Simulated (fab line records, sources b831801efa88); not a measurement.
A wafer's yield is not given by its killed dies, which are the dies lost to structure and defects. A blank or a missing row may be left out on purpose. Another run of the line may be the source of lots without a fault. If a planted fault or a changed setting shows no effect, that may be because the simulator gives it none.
Chamber matching	flow gf180mcu	GF_V2_CMP_26 on cmp-02: 4 sister chambers
The step polishes, stops on SiO2, t overpolish 15 s, target thk 0 nm. 22 wafers are shown with their chamber, then 11 later ones without.

== WAFERS PAIRED WITH THEIR CHAMBERS ==
wafer	chamber	motor_current_A (A)	retaining_ring_pressure_frac	time_to_endpoint_s (s)
L076.1	0	10.5	1.004	85
L076.4	3	11.7	0.993	81
L076.6	3	11.5	0.992	78
L077.2	1	10.8	0.997	91
L077.4	2	10.3	1.003	93
L077.6	2	9.7	1.000	90
L078.1	3	11.4	0.999	81
L078.2	2	9.9	0.999	83
L078.3	0	10.6	0.994	84
L080.1	1	10.8	1.000	95
L080.2	3	11.0	0.990	92
L080.6	1	10.8	0.993	91
L082.3	2	10.0	1.000	90
L082.5	2	10.1	0.992	89
L082.6	3	10.9	0.992	83
L083.2	0	10.5	1.003	91
L083.4	1	10.4	0.998	89
L083.6	0	10.1	1.004	90
L086.1	1	11.1	0.997	90
L086.5	1	10.8	1.003	87
L086.6	0	9.7	0.999	91
L087.1	1	11.0	0.995	85

SIGNATURES, as means of the wafers listed above
reading	chamber 0	chamber 1	chamber 2	chamber 3	scatter within a chamber
motor_current_A	10.280	10.814	10.000	11.300	0.29
retaining_ring_pressure_frac	1.00080	0.99757	0.99880	0.99320	0.00374
time_to_endpoint_s	88.20	89.71	89.00	83.00	3.92
Rule: for each reading, subtract the chamber's mean from the wafer's reading, divide by that reading's scatter and square the result; add these up over the readings and take the root, which gives the wafer's distance from the chamber. The wafer belongs to the nearest chamber; if the next one is less than 2 further off, it can't be placed. The scatter: take each reading less its chamber's mean, square it, sum over the shown wafers, divide by the number of wafers less the number of chambers, and take the root.

== WAFERS MISSING THEIR CHAMBER ==
wafer	motor_current_A (A)	retaining_ring_pressure_frac	time_to_endpoint_s (s)
L087.3	12.0	0.995	87
L087.5	10.0	0.999	89
L091.2	12.1	0.996	81
L091.3	10.7	0.992	82
L091.5	10.8	0.993	86
L092.2	11.7	1.004	83
L092.4	10.8	0.999	85
L092.5	11.0	0.995	86
L095.1	9.8	1.004	88
L095.3	10.4	1.003	84
L095.5	10.9	0.999	84

== WHICH CHAMBER EACH ONE RAN IN ==
wafer	from the rows above	in truth
L087.3	can't be placed: 3 or 1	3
L087.5	can't be placed: 2 or 0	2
L091.2	3	3
L091.3	can't be placed: 3 or 1 or 0 or 2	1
L091.5	can't be placed: 1 or 3 or 0 or 2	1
L092.2	can't be placed: 3 or 1 or 0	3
L092.4	can't be placed: 1 or 0 or 3 or 2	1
L092.5	can't be placed: 1 or 3 or 0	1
L095.1	can't be placed: 2 or 0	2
L095.3	can't be placed: 0 or 2 or 1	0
L095.5	can't be placed: 1 or 3 or 0 or 2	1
Placed correctly: 1 of 11. These rows do not allow placing 10 (true chamber among the candidates in 10). Placed wrongly: 0.
